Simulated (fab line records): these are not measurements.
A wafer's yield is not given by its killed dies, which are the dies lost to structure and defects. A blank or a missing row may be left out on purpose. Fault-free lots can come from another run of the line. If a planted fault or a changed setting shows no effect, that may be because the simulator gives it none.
Matching of chambers | flow sky130 | SKY_POLY_GATE_ETCH_16 on rie_diel-03 has 4 sister chambers
The step etches Si3N4 in CH3F/O2, stops on poly-Si, time 147.5 s, target depth 75 nm. 7 wafers are shown with their chamber, then 8 later ones without.

== WAFERS PAIRED WITH THEIR CHAMBERS ==
wafer  | chamber | drypump_motor_current_A (A) | oes_product_au (a.u.)
L968.3 | 3       | 5.9                         | 0.644
L982.1 | 0       | 6.1                         | 0.642
L982.2 | 2       | 5.0                         | 0.642
L983.2 | 1       | 5.4                         | 0.636
L983.4 | 0       | 6.1                         | 0.646
L983.5 | 1       | 5.4                         | 0.637
L985.1 | 2       | 5.1                         | 0.629

== WAFERS WITHOUT THEIR CHAMBER ==
wafer  | drypump_motor_current_A (A) | oes_product_au (a.u.)
L985.5 | 6.2                         | 0.641
L985.6 | 5.9                         | 0.645
L987.2 | 5.4                         | 0.635
L987.3 | 6.2                         | 0.647
L987.5 | 5.4                         | 0.642
L988.2 | 5.0                         | 0.648
L988.3 | 6.1                         | 0.645
L988.4 | 5.9                         | 0.645

== THE CHAMBER EACH PASSED THROUGH ==
wafer  | from the rows above | in truth
L985.5 | 0                   | 0
L985.6 | 3                   | 3
L987.2 | 1                   | 1
L987.3 | 0                   | 0
L987.5 | 1                   | 1
L988.2 | 2                   | 2
L988.3 | 0                   | 0
L988.4 | 3                   | 3
8 of 8 placed correctly. Number that these rows cannot place: 0. Placed wrongly: 0.
How it was worked out, from the rows above alone: a wafer's distance from a chamber is the root of the sum, over the readings, of the square of ((its reading less the chamber's mean) divided by the reading's scatter). If the next closest chamber is less than 2 further off than the closest, the wafer can't be placed; otherwise it belongs to the closest. For every chamber, the mean is computed from those of its wafers that are shown. The scatter is the square root of a quotient: the sum, over the shown wafers, of each reading's squared deviation from its chamber's mean, divided by wafers minus chambers.
